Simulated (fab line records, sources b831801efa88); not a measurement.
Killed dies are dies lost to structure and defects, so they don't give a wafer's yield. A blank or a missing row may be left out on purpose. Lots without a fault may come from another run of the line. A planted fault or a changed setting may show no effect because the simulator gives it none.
Which tool did it? | flow sky130 | 12 lots, 36 wafers sampled, at 2 steps of a route of 708

WHAT THE GAUGES READ, wafer by wafer
SKY_VIA2_BOW_MEAS_03.
lot  | measured     | on            | VIA2_BOW (um)
L075 | day 36 06:14 | film_metro-03 | 91 85 79
L077 | day 36 17:05 | film_metro-04 | 80 77 83
L079 | day 37 08:34 | film_metro-02 | 89 90 86
L081 | day 38 04:42 | film_metro-03 | 82 91 88
L083 | day 38 16:49 | film_metro-04 | 84 82 92
L085 | day 39 13:39 | film_metro-02 | 94 107 93
L087 | day 40 00:13 | film_metro-03 | 85 88 85
L089 | day 40 06:34 | film_metro-03 | 78 81 79
L091 | day 40 10:45 | film_metro-04 | 100 96 87
L093 | day 41 06:40 | film_metro-03 | 84 79 84
L096 | day 41 16:03 | film_metro-03 | 81 88 95
L097 | day 42 09:02 | film_metro-02 | 87 90 86

WHICH TOOL RAN EACH LOT (tool, then ch and the chambers of the sampled wafers, then the start)
lot  | SKY_METAL2_SPUTTER_02
L075 | pvd_sputter-02, day 35 01:57
L077 | pvd_sputter-03, day 35 13:34
L079 | pvd_sputter-01, day 36 04:23
L081 | pvd_sputter-02, day 37 01:05
L083 | pvd_sputter-01, day 37 13:46
L085 | pvd_sputter-02, day 38 11:47
L087 | pvd_sputter-02, day 38 22:35
L089 | pvd_sputter-03, day 39 04:21
L091 | pvd_sputter-01, day 39 09:10
L093 | pvd_sputter-03, day 40 04:17
L096 | pvd_sputter-03, day 40 14:27
L097 | pvd_sputter-01, day 41 07:48
- SKY_METAL2_SPUTTER_02: material AlCu, target thk 250 nm, time 13.3 s.

THE ANSWER, worked out from the rows above alone
Rule: what is usual is taken from the lots themselves. Put in order of their means at a reading, lots are off if they are a third of the lots or fewer, leave a main group of 4 or more, and stand apart from it by a gap of 3 or more times the standard deviation of the main group's means; of several such gaps the widest counts. A main group whose means are all the same, to the digits that the tables above print for the reading, isn't used. A lot without any number at a reading at which 4 lots or more have one is off too. The other lots that the step has rows for count as sound.
No lot is off at any reading shown: from this, nothing can be told.

WHAT THE SIMULATOR HAD PUT IN
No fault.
